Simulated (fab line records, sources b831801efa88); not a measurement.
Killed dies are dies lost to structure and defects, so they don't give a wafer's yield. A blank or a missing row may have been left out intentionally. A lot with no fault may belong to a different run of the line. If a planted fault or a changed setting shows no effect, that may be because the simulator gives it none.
Which tool is to blame? / flow gf180mcu / 24 lots, 72 wafers sampled, at 6 steps of a route of 602

== WHAT EACH GAUGE READ, for each wafer ==
GF_M2_CD_MEAS_14: the cd target is 280 nm. Usual: cd-nm reads 279.8 nm (standard deviation 1.2).
lot=L074; measured=day 19 02:50; on=cd-sem-02; cd-nm (nm)=280.3 280.2 280.3; flag=
lot=L075; measured=day 19 10:59; on=cd-sem-02; cd-nm (nm)=279.8 279.3 279.7; flag=
lot=L076; measured=day 19 23:58; on=cd-sem-01; cd-nm (nm)=280.6 281.8 282.0; flag=
lot=L077; measured=day 20 11:41; on=cd-sem-01; cd-nm (nm)=279.0 279.4 279.4; flag=
lot=L078; measured=day 20 17:50; on=cd-sem-01; cd-nm (nm)=277.8 279.0 279.5; flag=
lot=L079; measured=day 21 06:35; on=cd-sem-01; cd-nm (nm)=277.6 279.5 279.0; flag=
lot=L080; measured=day 21 16:55; on=cd-sem-02; cd-nm (nm)=279.1 279.7 278.9; flag=
lot=L081; measured=day 22 04:07; on=cd-sem-01; cd-nm (nm)=278.3 278.1 278.8; flag=
lot=L082; measured=day 22 10:53; on=cd-sem-02; cd-nm (nm)=280.8 280.7 281.4; flag=
lot=L083; measured=day 22 18:17; on=cd-sem-02; cd-nm (nm)=277.0 277.7 276.8; flag=
lot=L084; measured=day 23 05:02; on=cd-sem-02; cd-nm (nm)=279.3 279.8 279.2; flag=
lot=L085; measured=day 23 06:32; on=cd-sem-02; cd-nm (nm)=278.0 278.5 278.6; flag=
lot=L086; measured=day 24 01:44; on=cd-sem-02; cd-nm (nm)=278.7 280.1 278.5; flag=
lot=L087; measured=day 24 03:20; on=cd-sem-01; cd-nm (nm)=280.3 279.6 279.9; flag=
lot=L088; measured=day 24 11:18; on=cd-sem-02; cd-nm (nm)=277.9 279.0 279.1; flag=
lot=L089; measured=day 24 16:50; on=cd-sem-01; cd-nm (nm)=281.1 280.9 281.6; flag=
lot=L090; measured=day 25 03:20; on=cd-sem-02; cd-nm (nm)=278.9 278.1 278.0; flag=
lot=L091; measured=day 25 07:54; on=cd-sem-02; cd-nm (nm)=280.3 281.8 280.0; flag=
lot=L092; measured=day 25 15:26; on=cd-sem-02; cd-nm (nm)=278.9 281.0 278.5; flag=
lot=L093; measured=day 25 21:47; on=cd-sem-02; cd-nm (nm)=281.8 281.9 279.7; flag=
lot=L094; measured=day 26 07:17; on=cd-sem-02; cd-nm (nm)=280.7 280.2 281.6; flag=
lot=L095; measured=day 26 11:55; on=cd-sem-01; cd-nm (nm)=279.9 279.3 279.9; flag=
lot=L096; measured=day 26 17:52; on=cd-sem-01; cd-nm (nm)=279.3 280.6 281.4; flag=
lot=L097; measured=day 27 00:37; on=cd-sem-02; cd-nm (nm)=281.6 280.4 280.1; flag=

GF_V2_THK_MEAS_01. Usual: V2_CVD_00_THK typically reads 599 nm, with standard deviation 5.1.
lot=L074; measured=day 19 03:45; on=film-metro-04; V2_CVD_00_THK (nm)=594 595 601; flag=
lot=L075; measured=day 19 11:53; on=film-metro-04; V2_CVD_00_THK (nm)=591 592 594; flag=
lot=L076; measured=day 20 00:50; on=film-metro-01; V2_CVD_00_THK (nm)=596 597 601; flag=
lot=L077; measured=day 20 12:34; on=film-metro-04; V2_CVD_00_THK (nm)=594 593 595; flag=
lot=L078; measured=day 20 18:44; on=film-metro-01; V2_CVD_00_THK (nm)=601 596 596; flag=
lot=L079; measured=day 21 07:31; on=film-metro-03; V2_CVD_00_THK (nm)=599 612 606; flag=
lot=L080; measured=day 21 18:08; on=film-metro-03; V2_CVD_00_THK (nm)=603 602 601; flag=
lot=L081; measured=day 22 05:10; on=film-metro-01; V2_CVD_00_THK (nm)=591 595 599; flag=
lot=L082; measured=day 22 11:54; on=film-metro-01; V2_CVD_00_THK (nm)=600 598 587; flag=
lot=L083; measured=day 22 19:11; on=film-metro-01; V2_CVD_00_THK (nm)=592 593 600; flag=
lot=L084; measured=day 23 06:06; on=film-metro-03; V2_CVD_00_THK (nm)=596 590 599; flag=
lot=L085; measured=day 23 07:25; on=film-metro-03; V2_CVD_00_THK (nm)=594 603 597; flag=
lot=L086; measured=day 24 02:40; on=film-metro-03; V2_CVD_00_THK (nm)=591 596 595; flag=
lot=L087; measured=day 24 04:18; on=film-metro-01; V2_CVD_00_THK (nm)=606 598 607; flag=
lot=L088; measured=day 24 12:11; on=film-metro-03; V2_CVD_00_THK (nm)=594 607 600; flag=
lot=L089; measured=day 24 17:43; on=film-metro-01; V2_CVD_00_THK (nm)=610 607 608; flag=
lot=L090; measured=day 25 04:14; on=film-metro-04; V2_CVD_00_THK (nm)=606 602 603; flag=
lot=L091; measured=day 25 08:53; on=film-metro-01; V2_CVD_00_THK (nm)=597 604 603; flag=
lot=L092; measured=day 25 16:27; on=film-metro-01; V2_CVD_00_THK (nm)=596 598 596; flag=
lot=L093; measured=day 25 22:40; on=film-metro-04; V2_CVD_00_THK (nm)=591 599 591; flag=
lot=L094; measured=day 26 08:11; on=film-metro-04; V2_CVD_00_THK (nm)=601 606 599; flag=
lot=L095; measured=day 26 12:48; on=film-metro-03; V2_CVD_00_THK (nm)=604 602 600; flag=
lot=L096; measured=day 26 18:44; on=film-metro-01; V2_CVD_00_THK (nm)=608 595 605; flag=
lot=L097; measured=day 27 01:29; on=film-metro-04; V2_CVD_00_THK (nm)=606 598 605; flag=

GF_M5_OVL_MEAS_08. Usual: M5_OVL typically reads 3 nm, with standard deviation 5.6.
lot=L074; measured=day 26 06:41; on=overlay-02; M5_OVL (nm)=1 10 10; flag=
lot=L075; measured=day 26 12:22; on=overlay-02; M5_OVL (nm)=7 -6 9; flag=
lot=L076; measured=day 26 23:25; on=overlay-02; M5_OVL (nm)=2 6 2; flag=
lot=L077; measured=day 27 09:15; on=overlay-02; M5_OVL (nm)=5 5 4; flag=
lot=L078; measured=day 27 15:39; on=overlay-02; M5_OVL (nm)=4 8 7; flag=
lot=L079; measured=day 28 00:12; on=overlay-02; M5_OVL (nm)=14 3 6; flag=
lot=L080; measured=day 28 09:20; on=overlay-02; M5_OVL (nm)=7 9 10; flag=
lot=L081; measured=day 28 18:58; on=overlay-01; M5_OVL (nm)=5 -2 1; flag=
lot=L082; measured=day 29 01:57; on=overlay-01; M5_OVL (nm)=1 -2 1; flag=
lot=L083; measured=day 29 14:33; on=overlay-01; M5_OVL (nm)=-5 -10 2; flag=
lot=L084; measured=day 29 16:38; on=overlay-02; M5_OVL (nm)=-1 6 8; flag=
lot=L085; measured=day 29 17:06; on=overlay-02; M5_OVL (nm)=12 9 3; flag=
lot=L086; measured=day 30 08:08; on=overlay-01; M5_OVL (nm)=7 5 5; flag=
lot=L087; measured=day 30 09:50; on=overlay-02; M5_OVL (nm)=-6 -2 2; flag=
lot=L088; measured=day 30 16:07; on=overlay-02; M5_OVL (nm)=3 10 3; flag=
lot=L089; measured=day 30 22:03; on=overlay-01; M5_OVL (nm)=8 11 9; flag=
lot=L090; measured=day 31 06:01; on=overlay-01; M5_OVL (nm)=4 11 4; flag=
lot=L091; measured=day 31 09:53; on=overlay-01; M5_OVL (nm)=7 7 12; flag=
lot=L092; measured=day 31 15:36; on=overlay-01; M5_OVL (nm)=5 0 -1; flag=
lot=L093; measured=day 31 21:51; on=overlay-01; M5_OVL (nm)=-4 5 -3; flag=
lot=L094; measured=day 32 04:48; on=overlay-02; M5_OVL (nm)=8 11 8; flag=
lot=L095; measured=day 32 08:13; on=overlay-02; M5_OVL (nm)=5 3 6; flag=
lot=L096; measured=day 32 13:50; on=overlay-02; M5_OVL (nm)=-9 0 -1; flag=
lot=L097; measured=day 32 20:01; on=overlay-02; M5_OVL (nm)=10 14 7; flag=

== TOOL THAT RAN EACH LOT (tool first, then ch and the chambers of the sampled wafers, then the start) ==
lot=L074; GF_V1_STRIP_18=plasma-asher-04 ch 0,1, day 18 01:37; GF_V2_CVD_02=pecvd-02 ch 0,1, day 19 03:49; GF_M3_SPUTTER_00=pvd-sputter-04, day 20 06:55
lot=L075; GF_V1_STRIP_18=plasma-asher-04 ch 0,1, day 18 09:38; GF_V2_CVD_02=pecvd-03 ch 0,1,2, day 19 11:56; GF_M3_SPUTTER_00=pvd-sputter-01, day 20 13:58
lot=L076; GF_V1_STRIP_18=plasma-asher-01 ch 0,1, day 18 22:09; GF_V2_CVD_02=pecvd-02 ch 0,1,2, day 20 00:53; GF_M3_SPUTTER_00=pvd-sputter-01, day 21 02:34
lot=L077; GF_V1_STRIP_18=plasma-asher-01 ch 0,1, day 19 10:00; GF_V2_CVD_02=pecvd-01 ch 0,1,2, day 20 12:38; GF_M3_SPUTTER_00=pvd-sputter-03, day 21 15:14
lot=L078; GF_V1_STRIP_18=plasma-asher-04 ch 0,1, day 19 17:06; GF_V2_CVD_02=pecvd-01 ch 0,1,2, day 20 18:47; GF_M3_SPUTTER_00=pvd-sputter-01, day 21 21:47
lot=L079; GF_V1_STRIP_18=plasma-asher-04 ch 0,1, day 20 04:46; GF_V2_CVD_02=pecvd-02 ch 0,1,2, day 21 07:35; GF_M3_SPUTTER_00=pvd-sputter-03, day 22 08:52
lot=L080; GF_V1_STRIP_18=plasma-asher-02 ch 0,1, day 20 15:28; GF_V2_CVD_02=pecvd-02 ch 0,1,2, day 21 18:12; GF_M3_SPUTTER_00=pvd-sputter-01, day 22 19:41
lot=L081; GF_V1_STRIP_18=plasma-asher-02 ch 0,1, day 21 02:35; GF_V2_CVD_02=pecvd-02 ch 0,1,2, day 22 05:13; GF_M3_SPUTTER_00=pvd-sputter-01, day 23 06:41
lot=L082; GF_V1_STRIP_18=plasma-asher-04 ch 0,1, day 21 09:22; GF_V2_CVD_02=pecvd-01 ch 0,1, day 22 11:58; GF_M3_SPUTTER_00=pvd-sputter-01, day 23 13:28
lot=L083; GF_V1_STRIP_18=plasma-asher-02 ch 0,1, day 21 17:28; GF_V2_CVD_02=pecvd-03 ch 1,2, day 22 19:14; GF_M3_SPUTTER_00=pvd-sputter-01, day 23 19:40
lot=L084; GF_V1_STRIP_18=plasma-asher-02 ch 0,1, day 22 03:49; GF_V2_CVD_02=pecvd-01 ch 0,1,2, day 23 06:10; GF_M3_SPUTTER_00=pvd-sputter-03, day 24 06:38
lot=L085; GF_V1_STRIP_18=plasma-asher-02 ch 0,1, day 22 06:38; GF_V2_CVD_02=pecvd-02 ch 0,2, day 23 07:29; GF_M3_SPUTTER_00=pvd-sputter-01, day 24 08:10
lot=L086; GF_V1_STRIP_18=plasma-asher-01 ch 0,1, day 23 01:32; GF_V2_CVD_02=pecvd-01 ch 1,2, day 24 02:44; GF_M3_SPUTTER_00=pvd-sputter-03, day 25 02:46
lot=L087; GF_V1_STRIP_18=plasma-asher-01 ch 0,1, day 23 03:37; GF_V2_CVD_02=pecvd-03 ch 0,1, day 24 04:22; GF_M3_SPUTTER_00=pvd-sputter-04, day 25 04:02
lot=L088; GF_V1_STRIP_18=plasma-asher-04 ch 0,1, day 23 11:48; GF_V2_CVD_02=pecvd-02 ch 0,1,2, day 24 12:14; GF_M3_SPUTTER_00=pvd-sputter-03, day 25 11:49
lot=L089; GF_V1_STRIP_18=plasma-asher-02 ch 0,1, day 23 18:00; GF_V2_CVD_02=pecvd-01 ch 1,2, day 24 17:45; GF_M3_SPUTTER_00=pvd-sputter-01, day 25 17:31
lot=L090; GF_V1_STRIP_18=plasma-asher-04 ch 0,1, day 24 03:52; GF_V2_CVD_02=pecvd-02 ch 0,1,2, day 25 04:17; GF_M3_SPUTTER_00=pvd-sputter-04, day 26 03:34
lot=L091; GF_V1_STRIP_18=plasma-asher-02 ch 0,1, day 24 08:46; GF_V2_CVD_02=pecvd-03 ch 0,1,2, day 25 08:56; GF_M3_SPUTTER_00=pvd-sputter-01, day 26 07:48
lot=L092; GF_V1_STRIP_18=plasma-asher-02 ch 0,1, day 24 16:20; GF_V2_CVD_02=pecvd-02 ch 0,1,2, day 25 16:31; GF_M3_SPUTTER_00=pvd-sputter-01, day 26 16:04
lot=L093; GF_V1_STRIP_18=plasma-asher-02 ch 0,1, day 24 22:38; GF_V2_CVD_02=pecvd-01 ch 0,1, day 25 22:44; GF_M3_SPUTTER_00=pvd-sputter-01, day 26 21:51
lot=L094; GF_V1_STRIP_18=plasma-asher-04 ch 0,1, day 25 08:32; GF_V2_CVD_02=pecvd-03 ch 0,1, day 26 08:14; GF_M3_SPUTTER_00=pvd-sputter-04, day 27 07:04
lot=L095; GF_V1_STRIP_18=plasma-asher-01 ch 0,1, day 25 13:41; GF_V2_CVD_02=pecvd-03 ch 0,1, day 26 12:51; GF_M3_SPUTTER_00=pvd-sputter-01, day 27 10:47
lot=L096; GF_V1_STRIP_18=plasma-asher-01 ch 0,1, day 25 19:44; GF_V2_CVD_02=pecvd-02 ch 1,2, day 26 18:47; GF_M3_SPUTTER_00=pvd-sputter-01, day 27 17:49
lot=L097; GF_V1_STRIP_18=plasma-asher-02 ch 1, day 26 01:59; GF_V2_CVD_02=pecvd-01 ch 0,1,2, day 27 01:32; GF_M3_SPUTTER_00=pvd-sputter-01, day 27 23:54
- GF_V1_STRIP_18: strips in O2/N2.
- GF_V2_CVD_02: deposits SiO2 from TEOS, target thk 850 nm, time 94.851 s.
- GF_M3_SPUTTER_00: material Ti, target thk 37.5 nm, time 150 s.

== WHAT THE TOOLS THEMSELVES READ (means of the sampled wafers that have a number; where no wafer has one, the mark that the record gives instead) ==
GF_V1_STRIP_18. Usual: drypump-motor-current-A 5.8 A, standard deviation 0.4; heater-power-w 330 W, standard deviation 50; oes-product-au 0.593 a.u., standard deviation 0.0046.
lot=L074; tool=plasma-asher-04; drypump-motor-current-A (A)=6.0; heater-power-w (W)=329; oes-product-au (a.u.)=0.599; flag=
lot=L075; tool=plasma-asher-04; drypump-motor-current-A (A)=6.3; heater-power-w (W)=326; oes-product-au (a.u.)=0.591; flag=
lot=L076; tool=plasma-asher-01; drypump-motor-current-A (A)=5.8; heater-power-w (W)=288; oes-product-au (a.u.)=0.596; flag=
lot=L077; tool=plasma-asher-01; drypump-motor-current-A (A)=5.5; heater-power-w (W)=310; oes-product-au (a.u.)=0.594; flag=
lot=L078; tool=plasma-asher-04; drypump-motor-current-A (A)=6.3; heater-power-w (W)=325; oes-product-au (a.u.)=0.598; flag=
lot=L079; tool=plasma-asher-04; drypump-motor-current-A (A)=6.0; heater-power-w (W)=330; oes-product-au (a.u.)=0.596; flag=
lot=L080; tool=plasma-asher-02; drypump-motor-current-A (A)=5.7; heater-power-w (W)=329; oes-product-au (a.u.)=0.588; flag=
lot=L081; tool=plasma-asher-02; drypump-motor-current-A (A)=5.6; heater-power-w (W)=334; oes-product-au (a.u.)=0.593; flag=
lot=L082; tool=plasma-asher-04; drypump-motor-current-A (A)=6.0; heater-power-w (W)=326; oes-product-au (a.u.)=0.594; flag=
lot=L083; tool=plasma-asher-02; drypump-motor-current-A (A)=5.6; heater-power-w (W)=373; oes-product-au (a.u.)=0.593; flag=
lot=L084; tool=plasma-asher-02; drypump-motor-current-A (A)=5.6; heater-power-w (W)=335; oes-product-au (a.u.)=0.594; flag=
lot=L085; tool=plasma-asher-02; drypump-motor-current-A (A)=5.6; heater-power-w (W)=334; oes-product-au (a.u.)=0.591; flag=
lot=L086; tool=plasma-asher-01; drypump-motor-current-A (A)=5.8; heater-power-w (W)=290; oes-product-au (a.u.)=0.594; flag=
lot=L087; tool=plasma-asher-01; drypump-motor-current-A (A)=5.5; heater-power-w (W)=311; oes-product-au (a.u.)=0.594; flag=
lot=L088; tool=plasma-asher-04; drypump-motor-current-A (A)=6.3; heater-power-w (W)=325; oes-product-au (a.u.)=0.592; flag=
lot=L089; tool=plasma-asher-02; drypump-motor-current-A (A)=5.6; heater-power-w (W)=330; oes-product-au (a.u.)=0.596; flag=
lot=L090; tool=plasma-asher-04; drypump-motor-current-A (A)=6.3; heater-power-w (W)=326; oes-product-au (a.u.)=0.591; flag=
lot=L091; tool=plasma-asher-02; drypump-motor-current-A (A)=5.6; heater-power-w (W)=370; oes-product-au (a.u.)=0.596; flag=
lot=L092; tool=plasma-asher-02; drypump-motor-current-A (A)=5.6; heater-power-w (W)=376; oes-product-au (a.u.)=0.595; flag=
lot=L093; tool=plasma-asher-02; drypump-motor-current-A (A)=5.6; heater-power-w (W)=334; oes-product-au (a.u.)=0.596; flag=
lot=L094; tool=plasma-asher-04; drypump-motor-current-A (A)=6.3; heater-power-w (W)=324; oes-product-au (a.u.)=0.593; flag=
lot=L095; tool=plasma-asher-01; drypump-motor-current-A (A)=5.8; heater-power-w (W)=289; oes-product-au (a.u.)=0.591; flag=
lot=L096; tool=plasma-asher-01; drypump-motor-current-A (A)=5.8; heater-power-w (W)=289; oes-product-au (a.u.)=0.594; flag=
lot=L097; tool=plasma-asher-02; drypump-motor-current-A (A)=5.4; heater-power-w (W)=414; oes-product-au (a.u.)=0.593; flag=

GF_V2_CVD_02. Usual: heater-power-w reads 668 W (standard deviation 110).
lot=L074; tool=pecvd-02; heater-power-w (W)=624; flag=
lot=L075; tool=pecvd-03; heater-power-w (W)=622; flag=
lot=L076; tool=pecvd-02; heater-power-w (W)=611; flag=
lot=L077; tool=pecvd-01; heater-power-w (W)=725; flag=
lot=L078; tool=pecvd-01; heater-power-w (W)=777; flag=
lot=L079; tool=pecvd-02; heater-power-w (W)=623; flag=
lot=L080; tool=pecvd-02; heater-power-w (W)=576; flag=
lot=L081; tool=pecvd-02; heater-power-w (W)=634; flag=
lot=L082; tool=pecvd-01; heater-power-w (W)=834; flag=
lot=L083; tool=pecvd-03; heater-power-w (W)=737; flag=
lot=L084; tool=pecvd-01; heater-power-w (W)=716; flag=
lot=L085; tool=pecvd-02; heater-power-w (W)=606; flag=
lot=L086; tool=pecvd-01; heater-power-w (W)=664; flag=
lot=L087; tool=pecvd-03; heater-power-w (W)=680; flag=
lot=L088; tool=pecvd-02; heater-power-w (W)=632; flag=
lot=L089; tool=pecvd-01; heater-power-w (W)=667; flag=
lot=L090; tool=pecvd-02; heater-power-w (W)=593; flag=
lot=L091; tool=pecvd-03; heater-power-w (W)=616; flag=
lot=L092; tool=pecvd-02; heater-power-w (W)=591; flag=
lot=L093; tool=pecvd-01; heater-power-w (W)=858; flag=
lot=L094; tool=pecvd-03; heater-power-w (W)=602; flag=
lot=L095; tool=pecvd-03; heater-power-w (W)=663; flag=
lot=L096; tool=pecvd-02; heater-power-w (W)=670; flag=
lot=L097; tool=pecvd-01; heater-power-w (W)=764; flag=

GF_M3_SPUTTER_00. Usual: cathode-dc-power-W 4000.0 W, standard deviation 0.65; throttle-valve-pct 29.9 %, standard deviation 1.3.
lot=L074; tool=pvd-sputter-04; cathode-dc-power-W (W)=4000.2; throttle-valve-pct (%)=29.5; flag=
lot=L075; tool=pvd-sputter-01; cathode-dc-power-W (W)=4000.2; throttle-valve-pct (%)=29.9; flag=
lot=L076; tool=pvd-sputter-01; cathode-dc-power-W (W)=4000.3; throttle-valve-pct (%)=29.8; flag=
lot=L077; tool=pvd-sputter-03; cathode-dc-power-W (W)=3999.9; throttle-valve-pct (%)=30.6; flag=
lot=L078; tool=pvd-sputter-01; cathode-dc-power-W (W)=3999.5; throttle-valve-pct (%)=29.8; flag=
lot=L079; tool=pvd-sputter-03; cathode-dc-power-W (W)=4000.4; throttle-valve-pct (%)=30.7; flag=
lot=L080; tool=pvd-sputter-01; cathode-dc-power-W (W)=4000.1; throttle-valve-pct (%)=30.2; flag=
lot=L081; tool=pvd-sputter-01; cathode-dc-power-W (W)=4000.5; throttle-valve-pct (%)=30.2; flag=
lot=L082; tool=pvd-sputter-01; cathode-dc-power-W (W)=4000.8; throttle-valve-pct (%)=29.3; flag=
lot=L083; tool=pvd-sputter-01; cathode-dc-power-W (W)=3999.7; throttle-valve-pct (%)=29.0; flag=
lot=L084; tool=pvd-sputter-03; cathode-dc-power-W (W)=3999.7; throttle-valve-pct (%)=30.0; flag=
lot=L085; tool=pvd-sputter-01; cathode-dc-power-W (W)=4000.1; throttle-valve-pct (%)=29.3; flag=
lot=L086; tool=pvd-sputter-03; cathode-dc-power-W (W)=3999.5; throttle-valve-pct (%)=30.6; flag=
lot=L087; tool=pvd-sputter-04; cathode-dc-power-W (W)=4000.3; throttle-valve-pct (%)=29.7; flag=
lot=L088; tool=pvd-sputter-03; cathode-dc-power-W (W)=3999.8; throttle-valve-pct (%)=30.4; flag=
lot=L089; tool=pvd-sputter-01; cathode-dc-power-W (W)=3999.5; throttle-valve-pct (%)=29.0; flag=
lot=L090; tool=pvd-sputter-04; cathode-dc-power-W (W)=4000.1; throttle-valve-pct (%)=28.8; flag=
lot=L091; tool=pvd-sputter-01; cathode-dc-power-W (W)=3999.7; throttle-valve-pct (%)=29.0; flag=
lot=L092; tool=pvd-sputter-01; cathode-dc-power-W (W)=3999.6; throttle-valve-pct (%)=30.1; flag=
lot=L093; tool=pvd-sputter-01; cathode-dc-power-W (W)=4000.7; throttle-valve-pct (%)=29.2; flag=
lot=L094; tool=pvd-sputter-04; cathode-dc-power-W (W)=3999.8; throttle-valve-pct (%)=28.9; flag=
lot=L095; tool=pvd-sputter-01; cathode-dc-power-W (W)=4000.3; throttle-valve-pct (%)=30.0; flag=
lot=L096; tool=pvd-sputter-01; cathode-dc-power-W (W)=3999.8; throttle-valve-pct (%)=29.9; flag=
lot=L097; tool=pvd-sputter-01; cathode-dc-power-W (W)=3999.5; throttle-valve-pct (%)=30.6; flag=

== THE ANSWER, worked out from the rows above alone ==
Rule: a lot is off if the mean of its wafers that have a number lies more than 3 standard deviations from the usual mean. A lot without any number at a reading at which 4 lots or more have one is off too. Any other lot the step has rows for is counted as sound. After the gauges, taken in route order, come the tools' own readings; for these a lot's mean is taken, as printed above. At the first step where some lot is off, the reading lying furthest off is the one used; lots without a number count as furthest.
Nothing can be told from this: no lot is off at any reading shown.

== WHAT THE SIMULATOR HAD INSERTED ==
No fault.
